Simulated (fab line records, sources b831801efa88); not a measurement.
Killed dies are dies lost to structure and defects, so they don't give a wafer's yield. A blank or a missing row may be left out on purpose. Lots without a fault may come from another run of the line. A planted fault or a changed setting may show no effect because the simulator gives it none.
A struck lot beside a sound one | flow sfq_line | 17 steps out of a route of 325
Sound: wafers L821.4, L821.5, L821.6. Struck: wafers L831.3, L831.4, L831.6. The cause comes at the end.
At each step with rows: each side's tool, then ch and its chambers, then its first start. Under that, the readings that differ: sound wafers | struck wafers | difference of the means | sigmas: that difference in standard deviations of wafers without a fault.
alike: readings whose means differ by less than 2 such deviations, and words and numbers that are the same on both sides. not compared: withheld readings, readings that some wafer has no value for, bounds like >300 that may hide the same value, and numbers for which the record gives no deviation and whose values overlap.
The two part at a step that has a row with sigmas, a row that says differs or no value, or rows on one side only. Numbers that don't overlap but have no deviation are shown without sigmas and don't part them. A reading that every wafer of one side lacks parts them only if that side has two wafers or more.

first, 3 steps without rows for these wafers: SFQ_TRILAYER_R5_LITHO_EXPOSE_137 (exposes mask R5, target cd 500 nm); SFQ_TRILAYER_R5_LITHO_PEB_139 (peb time 60 s); SFQ_TRILAYER_R5_LITHO_DEVELOP_138 (time 60 s).
SFQ_R5_OVL_MEAS_935:
  sound on overlay-01, day 62 06:49; struck on overlay-01, day 69 13:14
  alike: R5_OVL
SFQ_TRILAYER_R5_BARC_OPEN_METAL_ETCH_177: etches BARC in O2, target depth 125 nm, time 41.7 s.
  sound on rie_metal-04 ch 0,1, day 62 06:52; struck on rie_metal-01 ch 0,1, day 69 13:17
  alike: drypump_motor_current_A, oes_product_au
  not compared: rf_hours_counter_h
SFQ_TRILAYER_R5_ETCH_METAL_ETCH_139: etches the open film in Cl2, stops on SiO2, target depth 60 nm, time 40 s.
  sound on rie_metal-04 ch 0,1, day 62 06:55; struck on rie_metal-01 ch 0,1, day 69 13:22
  alike: drypump_motor_current_A, oes_product_au
  not compared: rf_hours_counter_h
SFQ_TRILAYER_R5_STRIP_STRIP_140: strips in O2.
  sound on rie_metal-04 ch 0,1, day 62 07:09; struck on rie_metal-01 ch 0,1, day 69 13:41
  alike: drypump_motor_current_A, oes_product_au
  not compared: rf_hours_counter_h
then, 1 step without rows for these wafers: SFQ_TRILAYER_R5_STRIP_SOLV_CLEAN_141 (cleans in NMP, time 600 s).
SFQ_TRILAYER_A5C_DEP_PECVD_142: deposits SiO2 from SiH4/N2O, time 15.556 s, target thk 70 nm.
  sound on pecvd-02 ch 0,1,2, day 62 07:46; struck on pecvd-04 ch 0,1, day 69 14:23
  reading                | sound          | struck         | difference | sigmas
  throttle_valve_pct (%) | 23.6 22.5 23.2 | 26.5 24.8 26.5 | +2.8       | +2
  alike: heater_power_w
then, 3 steps without rows for these wafers: SFQ_TRILAYER_I5_LITHO_COAT_149 (resist thk 62 nm); SFQ_TRILAYER_I5_LITHO_COAT_144 (resist thk 650 nm); SFQ_TRILAYER_I5_LITHO_SOFTBAKE_148.
SFQ_TRILAYER_I5_LITHO_EXPOSE_145: exposes mask I5, target cd 700 nm.
  sound on krf_scanner-02 ch 0, day 67 14:55; struck on krf_scanner-02 ch 0, day 69 21:24
  reading                    | sound                | struck            | difference | sigmas
  model.I5.overlay_x_nm (nm) | -11.57 -11.57 -11.57 | 75.18 75.18 75.18 | +86.75     |
  alike: mask
then, 2 steps without rows for these wafers: SFQ_TRILAYER_I5_LITHO_PEB_147 (peb time 60 s); SFQ_TRILAYER_I5_LITHO_DEVELOP_146 (time 60 s).
SFQ_I5_OVL_MEAS_936:
  sound on overlay-02, day 67 15:50; struck on overlay-01, day 69 22:31
  reading     | sound     | struck   | difference | sigmas
  I5_OVL (nm) | -7 -4 -11 | 76 78 75 | +84        | +19
SFQ_TRILAYER_I5_BARC_OPEN_VIA_ETCH_200: etches BARC in O2, target depth 125 nm, time 41.7 s.
  sound on rie_diel-03 ch 2,3, day 67 15:52; struck on rie_diel-04 ch 0,1,3, day 69 22:32
  alike: drypump_motor_current_A, oes_product_au
  not compared: rf_hours_counter_h

WHERE THEY PART
First at SFQ_TRILAYER_A5C_DEP_PECVD_142; last, within this record, at SFQ_I5_OVL_MEAS_936. Later steps at which nothing parts them and some readings are alike: SFQ_TRILAYER_I5_BARC_OPEN_VIA_ETCH_200.

WHY: what the simulator had put in
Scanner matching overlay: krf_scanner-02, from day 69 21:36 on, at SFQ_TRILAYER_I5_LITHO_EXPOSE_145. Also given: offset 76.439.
